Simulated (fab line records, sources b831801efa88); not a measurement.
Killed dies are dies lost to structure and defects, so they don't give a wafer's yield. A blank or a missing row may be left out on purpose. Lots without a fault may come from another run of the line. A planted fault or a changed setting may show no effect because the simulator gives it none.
A struck lot beside a sound one | flow sky130 | 15 steps out of a route of 708
Sound: wafers L837.1, L837.4, L837.6. Struck: wafers L841.1, L841.4, L841.6. The cause comes at the end.
At each step with rows: each side's tool, then ch and its chambers, then its first start. Under that, the readings that differ: sound wafers | struck wafers | difference of the means | sigmas: that difference in standard deviations of wafers without a fault.
alike: readings whose means differ by less than 2 such deviations, and words and numbers that are the same on both sides. not compared: withheld readings, readings that some wafer has no value for, bounds like >300 that may hide the same value, and numbers for which the record gives no deviation and whose values overlap.
The two part at a step that has a row with sigmas, a row that says differs or no value, or rows on one side only. Numbers that don't overlap but have no deviation are shown without sigmas and don't part them. A reading that every wafer of one side lacks parts them only if that side has two wafers or more.

SKY_SPACER_ETCHBACK_02: etches Si3N4 in CH3F/O2, stops on SiO2, time 46.7 s, target depth 45 nm.
  sound on rie_diel-02 ch 0,3, day 22 10:16; struck on rie_diel-02 ch 0,1, day 24 20:29
  alike: drypump_motor_current_A, oes_product_au, throttle_valve_pct
  not compared: rf_hours_counter_h
then, 8 steps without rows for these wafers: SKY_POLY_CUT_DEHYDRATE_00 (time 60 s); SKY_POLY_CUT_HMDS_01 (prime time 60 s); SKY_POLY_CUT_COAT_02 (resist thk 60 nm); SKY_POLY_CUT_COAT_03 (resist thk 450 nm); SKY_POLY_CUT_SOFTBAKE_04 (time 90 s); SKY_POLY_CUT_EXPOSE_05 (exposes mask NPCM, target cd 270 nm); SKY_POLY_CUT_PEB_06; SKY_POLY_CUT_DEVELOP_07 (develop time 60 s).
SKY_POLY_CUT_CD_MEAS_08: target cd 270 nm.
  sound on cd_sem-01, day 23 17:04; struck on cd_sem-01, day 26 00:59
  alike: cd_nm
SKY_POLY_CUT_OVL_MEAS_09:
  sound on overlay-01, day 23 17:11; struck on overlay-02, day 26 01:06
  alike: POLY_CUT_OVL
SKY_POLY_CUT_ETCH_10: etches BARC in N2/H2, stops on SiO2, time 45.9 s, target depth 60 nm.
  sound on rie_diel-01 ch 0,1, day 23 17:14; struck on rie_diel-02 ch 0,1,3, day 26 01:08
  alike: drypump_motor_current_A, oes_product_au, run_length_s, throttle_valve_pct
  not compared: rf_hours_counter_h
SKY_POLY_CUT_ETCH_11: etches Si3N4 in CF4/CH2F2/Ar, stops on poly-Si, time 42.5 s, target depth 60 nm.
  sound on rie_diel-01 ch 0,1, day 23 17:16; struck on rie_diel-02 ch 0,1,3, day 26 01:11
  reading                                       | sound             | struck            | difference | sigmas
  oes_product_au (a.u.)                         | 0.836 0.840 0.832 | 0.761 0.760 0.765 | -0.074     | -12
  run_length_s (s)                              | 71.2 71.5 71.5    | 79.1 78.5 78.7    | +7.4       | +18
  model.poly-Si_of_POLY_GATE_CVD_00.thk_nm (nm) | 179 180.2 180.4   | 176.6 178.6 177.1 | -2.4       |
  model.POLY_CUT.feature_depth_nm (nm)          | 62.08 62.76 62.32 | 65.25 65.29 65.59 | +2.99      |
  alike: cf4_flow_sccm, drypump_motor_current_A, throttle_valve_pct
  not compared: rf_hours_counter_h
SKY_POLY_CUT_STRIP_12: strips in O2/N2.
  sound on plasma_asher-01 ch 0,1, day 23 17:19; struck on plasma_asher-03 ch 0,1, day 26 01:13
  alike: drypump_motor_current_A, o2_flow_sccm, oes_product_au, strip_time_to_endpoint_s
  not compared: rf_hours_counter_h
then, 1 step without rows for these wafers: SKY_PAD_OPEN_PROBE_99.

WHERE THEY PART
Only at SKY_POLY_CUT_ETCH_11, within this record. Later steps at which nothing parts them and some readings are alike: SKY_POLY_CUT_STRIP_12.

WHY: what the simulator had put in
Process parameter drift: rie_diel-02, from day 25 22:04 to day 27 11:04, at SKY_POLY_CUT_ETCH_11. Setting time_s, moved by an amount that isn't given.
